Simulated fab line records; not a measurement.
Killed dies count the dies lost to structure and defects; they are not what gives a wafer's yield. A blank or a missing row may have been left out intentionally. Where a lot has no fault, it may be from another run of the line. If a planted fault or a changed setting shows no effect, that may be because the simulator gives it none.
Code-filled problem report in 8D (eight disciplines) form    flow gf180mcu    the parts of the form that need people (team, actions taken, sign-off) are left out

== 1. PROBLEM STATEMENT ==
At GF_M4_CD_MEAS_14, cdNm averages 248.8 nm over 2 wafers from 2 lots, while fault-free wafers read 279.7 nm, standard deviation 1.4. That puts it -22 standard deviations away from the usual mean.
The step: target cd 280 nm.
First seen on wafer L225.3, day 26 07:47, on cdSem-01. At this step, 36 wafers from 12 lots have a number in the record. By rule, "out" or "out of limits" means more than 4 standard deviations away from the usual mean. All remaining wafers that have a number are taken as sound.

== 2. WHAT IT IS, WHAT IT ISN'T ==
question                     is                  is not
which readings at this step  cdNm                -
which lots                   L225, L228          L218, L219, L220, L221, L223, L235, L237, L238, L239, L240
which wafers of those lots   L225.3, L228.3      L225.2, L225.4, L228.4, L228.5
read on which gauges         cdSem-01, cdSem-02  -
when                         from day 26 07:47   up to then (17 sound wafers); but 17 sound wafers of L228, L235, L237, L238, L239, L240 came after

== 3. SUSPECTS, AND WHAT RULES EACH OUT ==
Counting: if a tool at a process step up to the reading ran every lot that is out, it stays a suspect. Sound lots after the first of them don't rule it out here, since some wafers of a struck lot are sound.
- the gauge at GF_M4_CD_MEAS_14 is ruled out. The wafers that are out were read on 2 gauges (cdSem-01, cdSem-02).
- rieDiel-04 at GF_V3_ETCH_16 (etches BARC in N2/H2): kept. It ran every lot that is out, first L225 (day 25 09:47); its last sound lot up to then is L218 (day 22 06:05).
- krfScanner-02 at GF_M4_EXPOSE_11 (exposes mask Metal4, target cd 280 nm): kept. It ran every lot that is out, first L225 (day 25 21:07); its last sound lot up to then is L223 (day 24 23:46).
Left after counting: rieDiel-04 at GF_V3_ETCH_16, krfScanner-02 at GF_M4_EXPOSE_11.

== 4. THE CAUSE (what the simulator had put in) ==
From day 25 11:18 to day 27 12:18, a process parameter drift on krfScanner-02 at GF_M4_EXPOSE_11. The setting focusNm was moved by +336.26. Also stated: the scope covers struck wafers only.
2 suspects survive the count, and this tool is in that group.

== 5. SEQUENCE OF EFFECTS, ordered by route ==
One row per reading whose mean, taken over the struck wafers that have a number, lies over 3 standard deviations from the usual. Only readings whose record carries a usual standard deviation are examined. hours: median over the lots of the time between each lot's start at the first step of this table that gives one and its start at this step. sigmas: the change, counted in usual standard deviations.
hours  step              reading  usual     on struck wafers  change  sigmas
0      GF_M4_CD_MEAS_14  cdNm     279.7 nm  248.8             -30.9   -22

== 6. WHAT WOULD HAVE CAUGHT IT SOONER ==
20 hours passed between the start of the fault at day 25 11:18 and the first reading out of limits at a measuring or inspecting step in this record, taken at day 26 07:47.
Among the 2 lots that are out, L228 began GF_M4_EXPOSE_11 on krfScanner-02 after day 26 07:47. It would have been spared by a hold on the tool at that moment.
